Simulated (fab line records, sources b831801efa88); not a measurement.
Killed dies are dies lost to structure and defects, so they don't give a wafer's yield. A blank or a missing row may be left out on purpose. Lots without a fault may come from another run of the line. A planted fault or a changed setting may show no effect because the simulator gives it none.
Problem report in the 8D (eight disciplines) form, filled by code | flow sky130 | the parts of the form that need people (team, actions taken, sign-off) are left out

1. THE PROBLEM
oes_product_au at SKY_LI_CONTACT_ETCH_14 reads a mean of 0.824 a.u. on 9 wafers of 3 lots; wafers without a fault read 0.855 a.u. with a standard deviation of 0.0055. That is -5.7 standard deviations from the usual mean.
The step: etches BARC in N2/H2, stops on SiO2, time 45.9 s, target depth 60 nm.
First seen on wafer L902.1, day 34 18:26, on rie_diel-02. The record holds 33 wafers of 11 lots with a number at this step. Rule for "out", or "out of limits": more than 4 standard deviations from the usual mean. The other wafers with a number count as sound.

2. WHAT IT IS AND WHAT IT IS NOT
question                    | is                       | is not
which readings at this step | oes_product_au           | -
which lots                  | L902, L904, L906         | L886, L888, L889, L892, L897, L900, L901, L907
which wafers of those lots  | all that have a number   | -
read on which tools         | rie_diel-02, rie_diel-04 | rie_diel-03
when                        | from day 34 18:26        | up to then (21 sound wafers); but 3 sound wafers of L907 came after

3. SUSPECTS, AND WHAT RULES EACH OUT
Counting: a tool at a process step up to the reading stays a suspect if it ran every lot that is out and no sound lot after the first of them.
- litho_track-04 at SKY_LI_CONTACT_COAT_06 (resist thk 60 nm): kept. It ran every lot that is out, first L902 (day 34 04:16), and no sound lot after that; its last sound lot up to then is L897 (day 32 15:09).
Left after counting: litho_track-04 at SKY_LI_CONTACT_COAT_06.

4. THE CAUSE (what the simulator had put in)
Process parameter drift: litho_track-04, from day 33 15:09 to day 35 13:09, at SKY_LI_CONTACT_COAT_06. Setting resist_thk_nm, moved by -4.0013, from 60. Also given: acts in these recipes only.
Counting left only this tool.

5. THE CHAIN OF EFFECTS, in route order
Each row: a reading whose mean over the struck wafers that have a number lies more than 3 standard deviations from the usual. Only readings for which the record gives a usual standard deviation are gone through. hours: the time from each lot's start at the first step in this table that gives one to its start at this step, as a median over the lots. sigmas: the change in usual standard deviations.
hours | step                   | reading        | usual      | on struck wafers | change | sigmas
0     | SKY_LI_CONTACT_ETCH_14 | oes_product_au | 0.855 a.u. | 0.824            | -0.031 | -5.7
The process steps in it:
- SKY_LI_CONTACT_ETCH_14: etches BARC in N2/H2, stops on SiO2, time 45.9 s, target depth 60 nm.
Later measuring or inspecting steps at which every struck wafer that the step has a row for has a number for every such reading, and none has moved that far: SKY_VIA1_RS_MEAS_22.

6. WHAT WOULD HAVE CAUGHT IT SOONER
In this record the first reading out of limits was taken at day 34 18:26, 27 hours after the fault began at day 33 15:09.
Of the tool readings at SKY_LI_CONTACT_COAT_06 for which the record gives a usual standard deviation, none was out on any struck wafer, so an alarm limit of 4 standard deviations on them would not have fired.
Of the lots that are out (3), L906 began SKY_LI_CONTACT_COAT_06 on litho_track-04 after day 34 18:26. A hold on the tool at that time would have spared it.
